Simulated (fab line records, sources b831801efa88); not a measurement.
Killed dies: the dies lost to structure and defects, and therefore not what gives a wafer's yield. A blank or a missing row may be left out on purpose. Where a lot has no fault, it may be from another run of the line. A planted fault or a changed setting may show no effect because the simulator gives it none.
Struck lot and sound lot, side by side	flow sky130	15 steps out of a route of 708
Sound: these wafers, L132.3, L132.4, L132.5. Wafers L142.2, L142.4, L142.6 were the ones struck. The cause is given at the end.
Per side, at each step with rows, come the tool, then ch with its chambers, and then its first start. Under that, the readings that differ: sound wafers	struck wafers	difference of the means	sigmas: that difference in standard deviations of wafers without a fault.
alike: readings with means less than 2 such deviations apart, plus words and numbers identical on both sides. not compared: withheld readings, readings lacking a value on some wafer, bounds such as >300 that could conceal the same value, and numbers that have no deviation in the record and whose values overlap.
Wherever a step has rows on one side only, a row that says differs or no value, or a row with sigmas, the two part there. Numbers that don't overlap but have no deviation are shown without sigmas and don't part them. A reading missing from all wafers of one side parts the sides only when that side holds two or more wafers.

first, 5 steps without rows for these wafers: SKY_VIA3_STRIP_17 (strips in post etch residue remover, time 1200 s); SKY_VIA3_CLEAN_18 (cleans in IPA, time 180 s); SKY_VIA3_CLEAN_19 (cleans in O3/DIW); SKY_VIA3_SPUTTER_20 (material TiN, target thk 20 nm, time 80 s); SKY_VIA3_CVD_21 (deposits W, target thk 390 nm, time 117.31 s).
SKY_VIA3_RS_MEAS_22: uses a four-point probe to measure.
  sound on film-metro-01, day 41 08:42; struck on film-metro-01, day 44 08:10
  alike: VIA3_W_RS
SKY_VIA3_THK_MEAS_23: measures by xrf.
  sound on film-metro-01, day 41 08:48; struck on film-metro-01, day 44 08:17
  alike: VIA3_W_THK
SKY_VIA3_CMP_24: polishes, stops on SiO2, t overpolish 20 s, target thk 0 nm.
  sound on cmp-02 ch 1,2,3, day 41 08:53; struck on cmp-01 ch 0,2,3, day 44 08:26
  alike: motor-current-A, overpolish-run-s, time-to-endpoint-s
SKY_METAL4_SPUTTER_00: material Ti, target thk 15 nm, time 10 s.
  sound on pvd-sputter-01, day 41 09:08; struck on pvd-sputter-03, day 44 08:38
  alike: throttle-valve-pct
then, 1 step without rows for these wafers: SKY_METAL4_SPUTTER_01 (material TiN, target thk 20 nm, time 16.7 s).
SKY_METAL4_SPUTTER_02: material AlCu, target thk 735 nm, time 39.1 s.
  sound on pvd-sputter-01, day 41 09:11; struck on pvd-sputter-03, day 44 08:40
  alike: throttle-valve-pct
SKY_METAL4_SPUTTER_03: material Ti, target thk 5 nm, time 3.3 s.
  sound on pvd-sputter-01, day 41 09:14; struck on pvd-sputter-03, day 44 08:43
  alike: throttle-valve-pct
SKY_METAL4_SPUTTER_04: material TiN, target thk 70 nm, time 58.3 s.
  sound on pvd-sputter-01, day 41 09:15; struck on pvd-sputter-03, day 44 08:44
reading	sound	struck	difference	sigmas
model.TiN_of_METAL4_SPUTTER_04.thk-nm (nm)	71.11 70.41 71.17	60.53 60.86 60.66	-10.21	
  alike: throttle-valve-pct
SKY_CAP2M_CVD_00: deposits SiO2, target thk 15.5 nm.
  sound on pecvd-04 ch 0,1,2, day 41 09:18; struck on pecvd-02 ch 0,2, day 44 08:47
  alike: heater-power-w
-- the record jumps here: 5 days lie between the struck wafers' starts before and after (it left off in module CAP2M and takes up again in module PAD_OPEN, whose first step shown is number 708 of the route) --
SKY_PAD_OPEN_PROBE_99:
  sound on prober-01, day 47 03:17; struck on prober-01, day 49 14:02
reading	sound	struck	difference	sigmas
killed-at-contacts	17 20 24	30 31 33	+11	+2
  alike: defect-limited-yield, killed_at_M0_to_M3, killed_at_M4_up, killed-at-front-end, killed-at-other, killed-dies, killed-open, killed-short, sort_bin_3_pad_short, sort_bin_5_function, sort_bin_6_memory, sort-n-pass, sort-yield-pct

== WHERE THEY PART ==
At SKY_PAD_OPEN_PROBE_99 and nowhere else, as far as this record goes.

WHY: the cause the simulator had injected
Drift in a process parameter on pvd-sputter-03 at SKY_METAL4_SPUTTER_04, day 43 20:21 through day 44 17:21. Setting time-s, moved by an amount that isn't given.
